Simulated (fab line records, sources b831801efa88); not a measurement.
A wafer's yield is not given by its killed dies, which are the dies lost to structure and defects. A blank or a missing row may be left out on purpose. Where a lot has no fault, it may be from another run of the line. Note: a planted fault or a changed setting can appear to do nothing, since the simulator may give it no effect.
Chamber matching :: flow gf180mcu :: GF_CONTACT_CMP_27 on cmp-02: 4 sister chambers
The step polishes, stops on SiO2, t overpolish 15 s, target thk 0 nm. 4 wafers are shown with their chamber, then 9 later ones without.

## WAFERS WITH THEIR CHAMBER
wafer: L738.3
chamber: 2
motor_current_A (A): 12.7

wafer: L746.3
chamber: 3
motor_current_A (A): 11.4

wafer: L746.5
chamber: 1
motor_current_A (A): 13.9

wafer: L746.6
chamber: 0
motor_current_A (A): 10.5

## WAFERS WHOSE CHAMBER IS MISSING
wafer: L747.2
motor_current_A (A): 10.7

wafer: L747.3
motor_current_A (A): 13.5

wafer: L747.6
motor_current_A (A): 13.5

wafer: L750.1
motor_current_A (A): 13.4

wafer: L750.2
motor_current_A (A): 12.5

wafer: L750.4
motor_current_A (A): 10.6

wafer: L752.3
motor_current_A (A): 11.0

wafer: L752.4
motor_current_A (A): 10.9

wafer: L752.5
motor_current_A (A): 10.6

## EACH ONE'S CHAMBER
wafer: L747.2
from the rows above: can't be placed: 0 or 3
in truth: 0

wafer: L747.3
from the rows above: can't be placed: 1 or 2
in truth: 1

wafer: L747.6
from the rows above: can't be placed: 1 or 2
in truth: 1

wafer: L750.1
from the rows above: can't be placed: 1 or 2
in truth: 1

wafer: L750.2
from the rows above: 2
in truth: 2

wafer: L750.4
from the rows above: 0
in truth: 0

wafer: L752.3
from the rows above: can't be placed: 3 or 0
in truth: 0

wafer: L752.4
from the rows above: can't be placed: 0 or 3
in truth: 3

wafer: L752.5
from the rows above: 0
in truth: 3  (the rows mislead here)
Placed correctly: 2 of 9. These rows do not allow placing 6 (true chamber among the candidates in 6). Wrongly placed: 1.
How it was worked out, from the rows above alone: a wafer's distance from a chamber is the root of the sum, over the readings, of the square of ((its reading less the chamber's mean) divided by the reading's scatter). If the next closest chamber is less than 2 further off than the closest, the wafer can't be placed; otherwise it belongs to the closest. A chamber's mean is the mean of its shown wafers. The scatter: root of mean squared gap, hidden wafer to nearest shown wafer, with one shown wafer a chamber.
